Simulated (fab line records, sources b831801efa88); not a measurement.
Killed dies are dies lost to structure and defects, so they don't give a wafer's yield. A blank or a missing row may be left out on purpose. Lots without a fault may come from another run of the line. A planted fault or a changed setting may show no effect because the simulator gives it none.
Which tool did it? | flow gf180mcu | 14 lots, 42 wafers sampled, at 4 steps of a route of 602

WHAT THE GAUGES READ, wafer by wafer
GF_STI_THK_MEAS_30.
lot  | measured    | on            | STI_OXIDATION_02_THK (nm)
L755 | day 2 08:17 | film_metro-02 | 10.06 10.08 9.95
L756 | day 2 11:55 | film_metro-02 | 9.77 9.72 9.85
L758 | day 2 21:28 | film_metro-01 | 9.94 9.99 9.87
L766 | day 4 15:16 | film_metro-04 | 10.14 10.03 9.92
L767 | day 4 20:57 | film_metro-02 | 9.80 9.79 9.83
L768 | day 5 02:19 | film_metro-02 | 9.90 9.87 10.09
L769 | day 5 07:02 | film_metro-04 | 10.01 9.84 9.94
L770 | day 5 11:55 | film_metro-04 | 10.01 10.26 10.30
L772 | day 5 21:35 | film_metro-04 | 9.88 9.83 9.82
L773 | day 6 03:32 | film_metro-02 | 9.95 9.74 9.90
L774 | day 6 08:18 | film_metro-04 | 9.55 9.58 9.71
L776 | day 6 17:55 | film_metro-04 | 9.75 9.75 9.82
L777 | day 6 22:34 | film_metro-01 | 9.96 9.77 9.81
L778 | day 7 04:38 | film_metro-01 | 10.14 10.03 10.02

GF_NWELL_OVL_MEAS_07.
lot  | measured    | on         | NWELL_OVL (nm)
L755 | day 3 09:52 | overlay-02 | -4.2 -4.2 -2.9
L756 | day 3 12:46 | overlay-02 | -0.5 -2.2 -1.1
L758 | day 3 23:43 | overlay-01 | 1.6 2.5 2.6
L766 | day 5 20:25 | overlay-02 | -3.6 0.5 -2.3
L767 | day 6 01:35 | overlay-01 | -0.5 0.3 0.3
L768 | day 6 07:46 | overlay-01 | 2.7 0.3 0.7
L769 | day 6 12:29 | overlay-02 | -2.3 -3.3 -2.8
L770 | day 6 17:40 | overlay-02 | -0.5 -1.7 0.1
L772 | day 7 03:47 | overlay-02 | 0.3 -1.4 -0.2
L773 | day 7 10:31 | overlay-02 | -0.6 -2.7 -2.6
L774 | day 7 15:53 | overlay-01 | -2.4 -1.4 -0.7
L776 | day 8 00:46 | overlay-02 | -2.4 -1.1 -1.9
L777 | day 8 06:31 | overlay-02 | -0.5 -1.0 -0.9
L778 | day 8 13:38 | overlay-01 | -1.8 -2.5 -1.3

GF_VT_IMPLANT_OVL_MEAS_18.
lot  | measured     | on         | VT_IMPLANT_01_OVL (nm)
L755 | day 6 06:31  | overlay-02 | -1.5 -0.6 2.0
L756 | day 6 11:53  | overlay-02 | 0.7 1.4 -1.3
L758 | day 6 23:37  | overlay-02 | -1.6 -1.1 2.0
L766 | day 9 05:04  | overlay-02 | 1.3 1.8 0.4
L767 | day 9 09:58  | overlay-01 | -1.7 0.6 0.0
L768 | day 9 17:37  | overlay-01 | -1.1 -2.2 0.2
L769 | day 9 23:11  | overlay-01 | 0.5 1.2 1.3
L770 | day 10 04:19 | overlay-01 | 0.0 -1.4 0.6
L772 | day 10 18:31 | overlay-02 | -0.2 -0.2 -0.7
L773 | day 11 01:14 | overlay-02 | -0.5 -1.4 0.7
L774 | day 11 07:44 | overlay-01 | 0.4 0.0 -1.1
L776 | day 11 17:34 | overlay-02 | 0.9 -1.4 -1.1
L777 | day 12 00:40 | overlay-01 | -1.4 -1.8 -0.3
L778 | day 12 08:38 | overlay-01 | -1.5 1.6 1.0

WHICH TOOL RAN EACH LOT (tool, then ch and the chambers of the sampled wafers, then the start)
lot  | GF_VT_IMPLANT_EXPOSE_04
L755 | iline_stepper-02 ch 0, day 5 09:38
L756 | iline_stepper-02 ch 0, day 5 13:44
L758 | iline_stepper-02 ch 0, day 6 01:03
L766 | iline_stepper-01, day 8 03:53
L767 | iline_stepper-01, day 8 08:27
L768 | iline_stepper-01 ch 0, day 8 16:04
L769 | iline_stepper-01 ch 0, day 8 21:46
L770 | iline_stepper-01 ch 0, day 9 01:53
L772 | iline_stepper-02 ch 0, day 9 15:33
L773 | iline_stepper-02 ch 0, day 9 21:58
L774 | iline_stepper-01 ch 0, day 10 03:43
L776 | iline_stepper-02 ch 0, day 10 14:10
L777 | iline_stepper-02 ch 0, day 10 20:55
L778 | iline_stepper-01 ch 0, day 11 04:51
- GF_VT_IMPLANT_EXPOSE_04: exposes mask LVPWELL LV AREA, target cd 600 nm.

WHAT THE TOOLS THEMSELVES READ (means of the sampled wafers that have a number; where no wafer has one, the mark that the record gives instead)
GF_VT_IMPLANT_EXPOSE_04.
lot  | tool             | exposure_dose_mJ_cm2 | focus_offset_nm (nm)
L755 | iline_stepper-02 | 139.99               | -0.1
L756 | iline_stepper-02 | 139.91               | 0.6
L758 | iline_stepper-02 | 140.10               | 0.1
L766 | iline_stepper-01 | -                    | -
L767 | iline_stepper-01 | -                    | -
L768 | iline_stepper-01 | 139.94               | -0.2
L769 | iline_stepper-01 | 140.17               | -0.1
L770 | iline_stepper-01 | 139.89               | -0.3
L772 | iline_stepper-02 | 139.94               | 0.8
L773 | iline_stepper-02 | 139.98               | -0.5
L774 | iline_stepper-01 | 140.03               | 0.2
L776 | iline_stepper-02 | 139.86               | 0.4
L777 | iline_stepper-02 | 140.08               | 0.1
L778 | iline_stepper-01 | 139.93               | 0.6

THE ANSWER, worked out from the rows above alone
Rule: what is usual is taken from the lots themselves. Put in order of their means at a reading, lots are off if they are a third of the lots or fewer, leave a main group of 4 or more, and stand apart from it by a gap of 3 or more times the standard deviation of the main group's means; of several such gaps the widest counts. A main group whose means are all the same, to the digits that the tables above print for the reading, isn't used. A lot without any number at a reading at which 4 lots or more have one is off too. The other lots that the step has rows for count as sound. The gauges are gone through in route order, then the tools' own readings, and for those a lot's mean is taken as printed above. The first step at which some lot is off is used, and at that step the reading that is off furthest; a lot without a number counts as furthest.
Off: L766, L767, at GF_VT_IMPLANT_EXPOSE_04 (exposure_dose_mJ_cm2). Without a number there: L766, L767. The main group: mean 139.99, standard deviation 0.089.
A tool fits if, at that step or a process step before it, it ran every lot that is off, and no sound lot after the first of them. None of those tried fits.

WHAT THE SIMULATOR HAD PUT IN
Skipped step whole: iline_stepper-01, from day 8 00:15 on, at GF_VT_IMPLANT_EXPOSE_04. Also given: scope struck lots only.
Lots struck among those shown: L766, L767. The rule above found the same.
